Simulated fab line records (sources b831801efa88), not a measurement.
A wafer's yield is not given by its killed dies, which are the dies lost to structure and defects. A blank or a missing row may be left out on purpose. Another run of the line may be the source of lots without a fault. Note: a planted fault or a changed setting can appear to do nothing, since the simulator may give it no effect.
Which tool did it? :: flow gf180mcu :: 14 lots, 40 wafers sampled, at 4 steps of a route of 602

== WHAT THE GAUGES SHOWED, per wafer ==
GF_SALICIDE_RS_MEAS_04: measures by four-point-probe. Usual: SALICIDE_TIN_RS 16.3 ohm/sq, standard deviation 0.34.
lot: L694
measured: day 15 18:44
on: film metro-02
SALICIDE_TIN_RS (ohm/sq): 16.7 15.9 15.9
flag: 

lot: L695
measured: day 16 06:00
on: film metro-02
SALICIDE_TIN_RS (ohm/sq): 16.0 15.8 16.0
flag: 

lot: L696
measured: day 16 13:08
on: film metro-02
SALICIDE_TIN_RS (ohm/sq): 16.8 16.4 16.2
flag: 

lot: L697
measured: day 16 22:40
on: film metro-01
SALICIDE_TIN_RS (ohm/sq): 16.8 16.5
flag: 

lot: L700
measured: day 18 02:23
on: film metro-01
SALICIDE_TIN_RS (ohm/sq): 16.6 16.0
flag: 

lot: L704
measured: day 19 16:02
on: film metro-01
SALICIDE_TIN_RS (ohm/sq): 16.2 15.9 16.2
flag: 

lot: L708
measured: day 20 22:25
on: film metro-01
SALICIDE_TIN_RS (ohm/sq): 16.1 16.7 16.5
flag: 

lot: L709
measured: day 21 06:52
on: film metro-04
SALICIDE_TIN_RS (ohm/sq): 16.6 17.0 16.7
flag: 

lot: L710
measured: day 21 16:10
on: film metro-01
SALICIDE_TIN_RS (ohm/sq): 16.0 16.2 16.6
flag: 

lot: L711
measured: day 21 21:28
on: film metro-04
SALICIDE_TIN_RS (ohm/sq): 16.7 16.7 16.1
flag: 

lot: L712
measured: day 22 05:44
on: film metro-04
SALICIDE_TIN_RS (ohm/sq): 16.5 16.5 16.1
flag: 

lot: L713
measured: day 22 14:01
on: film metro-01
SALICIDE_TIN_RS (ohm/sq): 15.6 15.9 15.6
flag: 

lot: L714
measured: day 22 21:26
on: film metro-01
SALICIDE_TIN_RS (ohm/sq): 16.6 16.7 16.2
flag: 

lot: L715
measured: day 23 08:11
on: film metro-04
SALICIDE_TIN_RS (ohm/sq): 16.3 16.5 16.5
flag: 

GF_CONTACT_BOW_MEAS_05. Usual: CONTACT_BOW 67 um, standard deviation 6.5.
lot: L694
measured: day 15 19:45
on: film metro-03
CONTACT_BOW (um): 71 53 59
flag: 

lot: L695
measured: day 16 07:00
on: film metro-01
CONTACT_BOW (um): 59 67 60
flag: 

lot: L696
measured: day 16 14:09
on: film metro-01
CONTACT_BOW (um): 67 63 69
flag: 

lot: L697
measured: day 16 23:40
on: film metro-01
CONTACT_BOW (um): 66 66
flag: 

lot: L700
measured: day 18 03:23
on: film metro-04
CONTACT_BOW (um): 72 65
flag: 

lot: L704
measured: day 19 17:02
on: film metro-01
CONTACT_BOW (um): 73 68 68
flag: 

lot: L708
measured: day 20 23:26
on: film metro-01
CONTACT_BOW (um): 72 72 62
flag: 

lot: L709
measured: day 21 07:58
on: film metro-03
CONTACT_BOW (um): 58 63 67
flag: 

lot: L710
measured: day 21 17:10
on: film metro-01
CONTACT_BOW (um): 65 72 62
flag: 

lot: L711
measured: day 21 22:28
on: film metro-03
CONTACT_BOW (um): 67 63 62
flag: 

lot: L712
measured: day 22 06:45
on: film metro-04
CONTACT_BOW (um): 70 80 71
flag: 

lot: L713
measured: day 22 15:01
on: film metro-01
CONTACT_BOW (um): 71 77 71
flag: 

lot: L714
measured: day 22 22:33
on: film metro-01
CONTACT_BOW (um): 73 77 70
flag: 

lot: L715
measured: day 23 09:26
on: film metro-01
CONTACT_BOW (um): 60 61 77
flag: 

== WHICH TOOL RAN EACH LOT (tool, then ch and the chambers of the sampled wafers, then the start) ==
lot: L694
GF_VT_IMPLANT_STRIP_09: plasma asher-01 ch 0, day 6 04:39
GF_HV_LDD_ETCHBACK_58: rie diel-01 ch 0,1,3, day 13 03:12

lot: L695
GF_VT_IMPLANT_STRIP_09: plasma asher-04 ch 0,1, day 6 10:29
GF_HV_LDD_ETCHBACK_58: rie diel-04 ch 0,1,2, day 13 12:22

lot: L696
GF_VT_IMPLANT_STRIP_09: plasma asher-04 ch 0,1, day 6 14:54
GF_HV_LDD_ETCHBACK_58: rie diel-01 ch 0,2,3, day 13 19:26

lot: L697
GF_VT_IMPLANT_STRIP_09: plasma asher-02 ch 0, day 6 20:48
GF_HV_LDD_ETCHBACK_58: rie diel-04 ch 1, day 14 04:29

lot: L700
GF_VT_IMPLANT_STRIP_09: plasma asher-01 ch 1, day 7 18:42
GF_HV_LDD_ETCHBACK_58: rie diel-04 ch 2,3, day 15 05:12

lot: L704
GF_VT_IMPLANT_STRIP_09: plasma asher-01 ch 0, day 8 18:09
GF_HV_LDD_ETCHBACK_58: rie diel-02 ch 2,3, day 16 15:57

lot: L708
GF_VT_IMPLANT_STRIP_09: plasma asher-04 ch 0,1, day 9 18:55
GF_HV_LDD_ETCHBACK_58: rie diel-04 ch 1,3, day 17 21:08

lot: L709
GF_VT_IMPLANT_STRIP_09: plasma asher-01 ch 0,1, day 10 01:05
GF_HV_LDD_ETCHBACK_58: rie diel-01 ch 0,3, day 18 05:23

lot: L710
GF_VT_IMPLANT_STRIP_09: plasma asher-02 ch 0, day 10 07:27
GF_HV_LDD_ETCHBACK_58: rie diel-04 ch 0,2, day 18 14:12

lot: L711
GF_VT_IMPLANT_STRIP_09: plasma asher-04 ch 0,1, day 10 12:42
GF_HV_LDD_ETCHBACK_58: rie diel-01 ch 0,2,3, day 18 21:02

lot: L712
GF_VT_IMPLANT_STRIP_09: plasma asher-02 ch 0,1, day 10 19:15
GF_HV_LDD_ETCHBACK_58: rie diel-04 ch 2,3, day 19 04:44

lot: L713
GF_VT_IMPLANT_STRIP_09: plasma asher-01 ch 0,1, day 10 22:52
GF_HV_LDD_ETCHBACK_58: rie diel-04 ch 0,1,3, day 19 12:38

lot: L714
GF_VT_IMPLANT_STRIP_09: plasma asher-02 ch 0,1, day 11 06:40
GF_HV_LDD_ETCHBACK_58: rie diel-04 ch 0,1,2, day 19 21:03

lot: L715
GF_VT_IMPLANT_STRIP_09: plasma asher-02 ch 0,1, day 11 14:54
GF_HV_LDD_ETCHBACK_58: rie diel-02 ch 0,1,2, day 20 08:10
- GF_VT_IMPLANT_STRIP_09: strips in O2/N2.
- GF_HV_LDD_ETCHBACK_58: etches Si3N4 in CH3F/O2, stops on SiO2, time 100 s, target depth 90 nm.

== AS READ BY THE TOOLS THEMSELVES (means over the sampled wafers that have a number; for cases with no such wafer, the mark the record gives instead) ==
GF_VT_IMPLANT_STRIP_09. Usual: drypump motor current A 5.9 A, standard deviation 0.62; heater power w 360 W, standard deviation 54; oes product au 0.716 a.u., standard deviation 0.0046; strip time to endpoint s 12.62 s, standard deviation 0.036.
lot: L694
tool: plasma asher-01
drypump motor current A (A): 6.7
heater power w (W): 334
oes product au (a.u.): 0.718
strip time to endpoint s (s): 12.61
flag: 

lot: L695
tool: plasma asher-04
drypump motor current A (A): 5.5
heater power w (W): 323
oes product au (a.u.): 0.720
strip time to endpoint s (s): 12.67
flag: 

lot: L696
tool: plasma asher-04
drypump motor current A (A): 5.7
heater power w (W): 301
oes product au (a.u.): 0.712
strip time to endpoint s (s): 12.66
flag: 

lot: L697
tool: plasma asher-02
drypump motor current A (A): 4.8
heater power w (W): 462
oes product au (a.u.): 0.720
strip time to endpoint s (s): 12.64
flag: 

lot: L700
tool: plasma asher-01
drypump motor current A (A): 6.2
heater power w (W): 398
oes product au (a.u.): 0.714
strip time to endpoint s (s): 12.59
flag: 

lot: L704
tool: plasma asher-01
drypump motor current A (A): 6.7
heater power w (W): 334
oes product au (a.u.): 0.716
strip time to endpoint s (s): 12.60
flag: 

lot: L708
tool: plasma asher-04
drypump motor current A (A): 5.7
heater power w (W): 301
oes product au (a.u.): 0.715
strip time to endpoint s (s): 12.59
flag: 

lot: L709
tool: plasma asher-01
drypump motor current A (A): 6.4
heater power w (W): 381
oes product au (a.u.): 0.719
strip time to endpoint s (s): 12.56
flag: 

lot: L710
tool: plasma asher-02
drypump motor current A (A): 4.8
heater power w (W): 451
oes product au (a.u.): 0.714
strip time to endpoint s (s): 12.63
flag: 

lot: L711
tool: plasma asher-04
drypump motor current A (A): 5.7
heater power w (W): 301
oes product au (a.u.): 0.709
strip time to endpoint s (s): 12.62
flag: 

lot: L712
tool: plasma asher-02
drypump motor current A (A): 5.7
heater power w (W): 376
oes product au (a.u.): 0.718
strip time to endpoint s (s): 12.59
flag: 

lot: L713
tool: plasma asher-01
drypump motor current A (A): 6.5
heater power w (W): 357
oes product au (a.u.): 0.718
strip time to endpoint s (s): 12.63
flag: 

lot: L714
tool: plasma asher-02
drypump motor current A (A): 5.2
heater power w (W): 415
oes product au (a.u.): 0.717
strip time to endpoint s (s): 12.65
flag: 

lot: L715
tool: plasma asher-02
drypump motor current A (A): 5.2
heater power w (W): 410
oes product au (a.u.): 0.712
strip time to endpoint s (s): 12.65
flag: 

GF_HV_LDD_ETCHBACK_58. Usual: O2_flow_sccm 30.02 sccm, standard deviation 0.084; drypump motor current A 6.0 A, standard deviation 0.38; oes product au 0.843 a.u., standard deviation 0.006; run length s 128.2 s, standard deviation 0.43; throttle valve pct 10.561 %, standard deviation 0.009.
lot: L694
tool: rie diel-01
O2_flow_sccm (sccm): 30.03
drypump motor current A (A): 6.2
oes product au (a.u.): 0.840
run length s (s): 128.2
throttle valve pct (%): 10.560
flag: 

lot: L695
tool: rie diel-04
O2_flow_sccm (sccm): 30.07
drypump motor current A (A): 5.9
oes product au (a.u.): 0.841
run length s (s): 128.1
throttle valve pct (%): 10.558
flag: 

lot: L696
tool: rie diel-01
O2_flow_sccm (sccm): 30.02
drypump motor current A (A): 6.2
oes product au (a.u.): 0.847
run length s (s): 127.8
throttle valve pct (%): 10.561
flag: 

lot: L697
tool: rie diel-04
O2_flow_sccm (sccm): 30.11
drypump motor current A (A): 5.7
oes product au (a.u.): 0.853
run length s (s): 126.3
throttle valve pct (%): 10.569
flag: OFF

lot: L700
tool: rie diel-04
O2_flow_sccm (sccm): 30.04
drypump motor current A (A): 5.4
oes product au (a.u.): 0.853
run length s (s): 126.4
throttle valve pct (%): 10.562
flag: OFF

lot: L704
tool: rie diel-02
O2_flow_sccm (sccm): 30.05
drypump motor current A (A): 6.5
oes product au (a.u.): 0.845
run length s (s): 128.5
throttle valve pct (%): 10.561
flag: 

lot: L708
tool: rie diel-04
O2_flow_sccm (sccm): 30.03
drypump motor current A (A): 5.5
oes product au (a.u.): 0.840
run length s (s): 128.3
throttle valve pct (%): 10.564
flag: 

lot: L709
tool: rie diel-01
O2_flow_sccm (sccm): 30.14
drypump motor current A (A): 6.1
oes product au (a.u.): 0.840
run length s (s): 128.2
throttle valve pct (%): 10.548
flag: 

lot: L710
tool: rie diel-04
O2_flow_sccm (sccm): 29.97
drypump motor current A (A): 6.0
oes product au (a.u.): 0.847
run length s (s): 128.3
throttle valve pct (%): 10.560
flag: 

lot: L711
tool: rie diel-01
O2_flow_sccm (sccm): 29.88
drypump motor current A (A): 6.2
oes product au (a.u.): 0.832
run length s (s): 127.8
throttle valve pct (%): 10.557
flag: 

lot: L712
tool: rie diel-04
O2_flow_sccm (sccm): 30.10
drypump motor current A (A): 5.6
oes product au (a.u.): 0.845
run length s (s): 128.2
throttle valve pct (%): 10.565
flag: 

lot: L713
tool: rie diel-04
O2_flow_sccm (sccm): 30.06
drypump motor current A (A): 5.7
oes product au (a.u.): 0.842
run length s (s): 127.7
throttle valve pct (%): 10.568
flag: 

lot: L714
tool: rie diel-04
O2_flow_sccm (sccm): 30.01
drypump motor current A (A): 6.0
oes product au (a.u.): 0.844
run length s (s): 128.2
throttle valve pct (%): 10.560
flag: 

lot: L715
tool: rie diel-02
O2_flow_sccm (sccm): 30.03
drypump motor current A (A): 6.2
oes product au (a.u.): 0.845
run length s (s): 128.6
throttle valve pct (%): 10.562
flag: 

== THE ANSWER, worked out from the rows above alone ==
Rule: a lot counts as off when the mean over its wafers that have a number is more than 3 standard deviations away from the usual mean. A lot without any number at a reading at which 4 lots or more have one is off too. Any other lot the step has rows for is counted as sound. The gauges are gone through in route order, then the tools' own readings, and for those a lot's mean is taken as printed above. The first step at which some lot is off is used, and at that step the reading that is off furthest; a lot without a number counts as furthest.
Off, at GF_HV_LDD_ETCHBACK_58 on run length s: L697, L700.
If a tool, at that step or one of the process steps before it, ran each lot that is off and ran no sound lot following the first of them, it fits. None of those tried fits.

== WHAT HAD BEEN PUT IN BY THE SIMULATOR ==
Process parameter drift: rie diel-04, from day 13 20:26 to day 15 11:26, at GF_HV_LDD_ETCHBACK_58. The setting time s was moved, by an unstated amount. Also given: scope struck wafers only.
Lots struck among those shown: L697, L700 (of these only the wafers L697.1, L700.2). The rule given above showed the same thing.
